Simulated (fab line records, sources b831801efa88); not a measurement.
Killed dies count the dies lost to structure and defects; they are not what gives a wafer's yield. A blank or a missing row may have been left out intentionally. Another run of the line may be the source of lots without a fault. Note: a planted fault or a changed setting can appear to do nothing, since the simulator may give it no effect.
Which tool is to blame? + flow gf180mcu + 11 lots, 33 wafers sampled, at 5 steps of a route of 602

## WHAT THE GAUGES READ, wafer by wafer
GF_V3_THK_MEAS_01. Usual: V3_CVD_00_THK 604 nm, standard deviation 6.1.
| lot  | measured     | on            | V3_CVD_00_THK (nm) | flag |
|------|--------------|---------------|--------------------|------|
| L361 | day 21 07:05 | film-metro-01 | 606 598 608        |      |
| L362 | day 21 16:25 | film-metro-03 | 601 613 600        |      |
| L364 | day 22 12:24 | film-metro-02 | 600 607 603        |      |
| L366 | day 23 08:03 | film-metro-02 | 608 603 608        |      |
| L367 | day 23 10:18 | film-metro-02 | 615 606 611        |      |
| L369 | day 24 06:04 | film-metro-01 | 601 598 606        |      |
| L373 | day 25 16:28 | film-metro-03 | 610 599 599        |      |
| L374 | day 25 19:23 | film-metro-01 | 621 610 607        |      |
| L375 | day 26 07:16 | film-metro-01 | 609 606 590        |      |
| L380 | day 27 18:47 | film-metro-01 | 598 595 613        |      |
| L381 | day 28 03:54 | film-metro-02 | 602 593 596        |      |

GF_V3_RS_MEAS_24: uses a four-point probe to measure. Usual: V3_W_RS 0.3285 ohm/sq, standard deviation 0.0028.
| lot  | measured     | on            | V3_W_RS (ohm/sq)                          | flag |
|------|--------------|---------------|-------------------------------------------|------|
| L361 | day 22 08:10 | film-metro-02 | 0.3334 0.3322 0.3315                      |      |
| L362 | day 22 18:08 | film-metro-01 | 0.3322 0.3294 0.3329                      |      |
| L364 | day 23 12:28 | film-metro-02 | 0.3288 0.3290 0.3277                      |      |
| L366 | day 24 07:49 | film-metro-01 | 0.3282 0.3318 0.3251                      |      |
| L367 | day 24 10:06 | film-metro-02 | 0.3269 0.3235 0.3286                      |      |
| L369 | day 25 04:59 | film-metro-02 | 0.3249 0.3265 0.3287                      |      |
| L373 | day 26 14:24 | film-metro-01 | 0.3262 0.3244 0.3275                      |      |
| L374 | day 26 17:33 | film-metro-03 | 0.3333 0.3283 0.3287                      |      |
| L375 | day 27 05:16 | film-metro-02 | 0.3235 0.3262 0.3222                      |      |
| L380 | day 28 16:43 | film-metro-01 | 0.3315 0.3313 0.3303                      |      |
| L381 | day 29 00:30 | film-metro-02 | 0.3346 0.3289 0.3819 0.3347 0.3291 0.3822 | OFF  |

GF_V3_THK_MEAS_25: measures by xrf. Usual: V3_W_THK 359 nm, standard deviation 3.7.
| lot  | measured     | on            | V3_W_THK (nm)           | flag |
|------|--------------|---------------|-------------------------|------|
| L361 | day 22 08:17 | film-metro-02 | 357 357 359             |      |
| L362 | day 22 18:14 | film-metro-01 | 355 359 355             |      |
| L364 | day 23 12:34 | film-metro-02 | 360 361 359             |      |
| L366 | day 24 07:56 | film-metro-01 | 359 355 364             |      |
| L367 | day 24 10:13 | film-metro-02 | 360 364 356             |      |
| L369 | day 25 05:07 | film-metro-02 | 359 357 356             |      |
| L373 | day 26 14:30 | film-metro-01 | 363 362 360             |      |
| L374 | day 26 17:38 | film-metro-03 | 361 366 360             |      |
| L375 | day 27 05:21 | film-metro-02 | 361 360 363             |      |
| L380 | day 28 16:50 | film-metro-01 | 354 355 353             |      |
| L381 | day 29 02:58 | film-metro-02 | 352 357 308 352 355 307 | OFF  |

## WHICH TOOL RAN EACH LOT (tool, then ch and the chambers of the sampled wafers, then the start)
| lot  | GF_M3_METAL_ETCH_16               | GF_V3_CVD_23                  |
|------|-----------------------------------|-------------------------------|
| L361 | rie-metal-04 ch 1, day 21 06:14   | cvd-w-01 ch 0,1, day 22 08:04 |
| L362 | rie-metal-04 ch 0,1, day 21 15:12 | cvd-w-01 ch 0,1, day 22 17:53 |
| L364 | rie-metal-03 ch 0,1, day 22 11:39 | cvd-w-02 ch 1, day 23 12:20   |
| L366 | rie-metal-01 ch 0,1, day 23 07:19 | cvd-w-02 ch 0,1, day 24 07:42 |
| L367 | rie-metal-01 ch 0,1, day 23 09:34 | cvd-w-01 ch 0,1, day 24 09:59 |
| L369 | rie-metal-03 ch 0,1, day 24 05:20 | cvd-w-01 ch 0,1, day 25 04:52 |
| L373 | rie-metal-01 ch 0,1, day 25 15:43 | cvd-w-02 ch 0,1, day 26 14:17 |
| L374 | rie-metal-01 ch 0,1, day 25 18:40 | cvd-w-02 ch 1, day 26 17:23   |
| L375 | rie-metal-01 ch 0,1, day 26 06:31 | cvd-w-01 ch 0,1, day 27 05:08 |
| L380 | rie-metal-03 ch 0,1, day 27 17:56 | cvd-w-01 ch 0, day 28 16:36   |
| L381 | rie-metal-01 ch 0,1, day 28 03:09 | cvd-w-02 ch 0,1, day 29 00:23 |
- GF_M3_METAL_ETCH_16: etches the open film in Cl2/BCl3, stops on SiO2, target depth 750.8 nm, time 125.1 s.
- GF_V3_CVD_23: deposits W, target thk 350 nm, time 104.9 s.

## WHAT THE TOOLS THEMSELVES READ (means of the sampled wafers that have a number; where no wafer has one, the mark that the record gives instead)
GF_M3_METAL_ETCH_16. Usual: drypump-motor-current-A 5.4 A, standard deviation 0.48; oes-product-au 0.992 a.u., standard deviation 0.0052; rf-fwd-power-W 796.2 W, standard deviation 2.6; throttle-valve-pct 28.227 %, standard deviation 0.01.
| lot  | tool         | drypump-motor-current-A (A) | oes-product-au (a.u.) | rf-fwd-power-W (W) | throttle-valve-pct (%) | flag |
|------|--------------|-----------------------------|-----------------------|--------------------|------------------------|------|
| L361 | rie-metal-04 | 5.0                         | 0.990                 | 793.1              | 28.227                 |      |
| L362 | rie-metal-04 | 5.8                         | 0.990                 | 792.1              | 28.228                 |      |
| L364 | rie-metal-03 | 5.4                         | 0.992                 | 797.5              | 28.231                 |      |
| L366 | rie-metal-01 | 5.2                         | 0.995                 | 797.9              | 28.218                 |      |
| L367 | rie-metal-01 | 5.1                         | 0.989                 | 797.8              | 28.220                 |      |
| L369 | rie-metal-03 | 5.4                         | 0.997                 | 793.8              | 28.220                 |      |
| L373 | rie-metal-01 | 5.2                         | 0.994                 | 799.2              | 28.234                 |      |
| L374 | rie-metal-01 | 5.2                         | 0.989                 | 796.5              | 28.223                 |      |
| L375 | rie-metal-01 | 5.1                         | 0.994                 | 798.8              | 28.237                 |      |
| L380 | rie-metal-03 | 5.7                         | 0.995                 | 793.6              | 28.229                 |      |
| L381 | rie-metal-01 | 5.2                         | 0.995                 | 796.2              | 28.225                 |      |

GF_V3_CVD_23. Usual: chamber-pressure-Torr 40.00 Torr, standard deviation 0.091; heater-power-w 867 W, standard deviation 68.
| lot  | tool     | chamber-pressure-Torr (Torr) | heater-power-w (W) | flag |
|------|----------|------------------------------|--------------------|------|
| L361 | cvd-w-01 | 40.05                        | 917                |      |
| L362 | cvd-w-01 | 39.94                        | 906                |      |
| L364 | cvd-w-02 | 40.01                        | 865                |      |
| L366 | cvd-w-02 | 39.99                        | 830                |      |
| L367 | cvd-w-01 | 40.02                        | 922                |      |
| L369 | cvd-w-01 | 39.92                        | 939                |      |
| L373 | cvd-w-02 | 40.07                        | 795                |      |
| L374 | cvd-w-02 | 40.10                        | 856                |      |
| L375 | cvd-w-01 | 40.03                        | 929                |      |
| L380 | cvd-w-01 | 40.10                        | 921                |      |
| L381 | cvd-w-02 | 36.67                        | 813                | OFF  |

## THE ANSWER, worked out from the rows above alone
Rule: lot off if the mean of its wafers having a number is beyond 3 standard deviations from the usual mean. A lot without any number at a reading at which 4 lots or more have one is off too. All remaining lots with rows at the step are treated as sound. After the gauges, taken in route order, come the tools' own readings; for these a lot's mean is taken, as printed above. The first step at which some lot is off is used, and at that step the reading that is off furthest; a lot without a number counts as furthest.
Off: at GF_V3_RS_MEAS_24 (V3_W_RS), L381.
A tool fits if, at a process step before that reading, it ran every lot that is off, and no sound lot after the first of them. The gauges at GF_V3_RS_MEAS_24 aren't tried: what is off there is off at GF_V3_CVD_23 too, on other tools, and a gauge's error can't cause that. Can't be told from this: 2 tools fit, rie-metal-01 at GF_M3_METAL_ETCH_16, cvd-w-02 at GF_V3_CVD_23.

## WHAT WAS PUT IN BY THE SIMULATOR
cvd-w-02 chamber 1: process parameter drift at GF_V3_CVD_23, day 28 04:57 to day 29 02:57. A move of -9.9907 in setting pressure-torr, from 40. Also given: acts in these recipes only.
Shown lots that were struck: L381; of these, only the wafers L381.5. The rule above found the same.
